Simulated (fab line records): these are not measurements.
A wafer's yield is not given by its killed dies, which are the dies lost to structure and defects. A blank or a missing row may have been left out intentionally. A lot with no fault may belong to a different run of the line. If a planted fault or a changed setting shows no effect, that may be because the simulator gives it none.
Chamber matching ; flow sky130 ; SKY_CONTACT_CMP_04 on cmp-01 has 4 sister chambers
The step polishes SiO2. 4 wafers are shown with their chamber, then 7 later ones without.

== WAFERS PAIRED WITH THEIR CHAMBERS ==
wafer;chamber;motor_current_A (A)
L220.5;0;11.4
L223.6;2;11.1
L234.1;1;10.0
L234.2;3;12.0

== WAFERS WITHOUT THEIR CHAMBER ==
wafer;motor_current_A (A)
L234.6;12.2
L236.1;11.0
L236.2;12.4
L236.5;10.5
L238.2;12.0
L238.4;10.7
L238.5;12.6

== WHICH CHAMBER EACH ONE RAN IN ==
wafer;from the rows above;in truth
L234.6;can't be placed: 3 or 0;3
L236.1;can't be placed: 2 or 0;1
L236.2;can't be placed: 3 or 0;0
L236.5;can't be placed: 1 or 2 or 0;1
L238.2;can't be placed: 3 or 0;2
L238.4;can't be placed: 2 or 1 or 0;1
L238.5;can't be placed: 3 or 0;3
Placed correctly: 0 of 7. Not placeable from these rows: 7 (in 5, the candidates include the true chamber). 0 placed wrongly.
How it was worked out, from the rows above alone: a wafer's distance from a chamber is the root of the sum, over the readings, of the square of ((its reading less the chamber's mean) divided by the reading's scatter). If the next closest chamber is less than 2 further off than the closest, the wafer can't be placed; otherwise it belongs to the closest. A chamber's mean is the mean of its shown wafers. The scatter: root of mean squared gap, hidden wafer to nearest shown wafer, with one shown wafer a chamber.
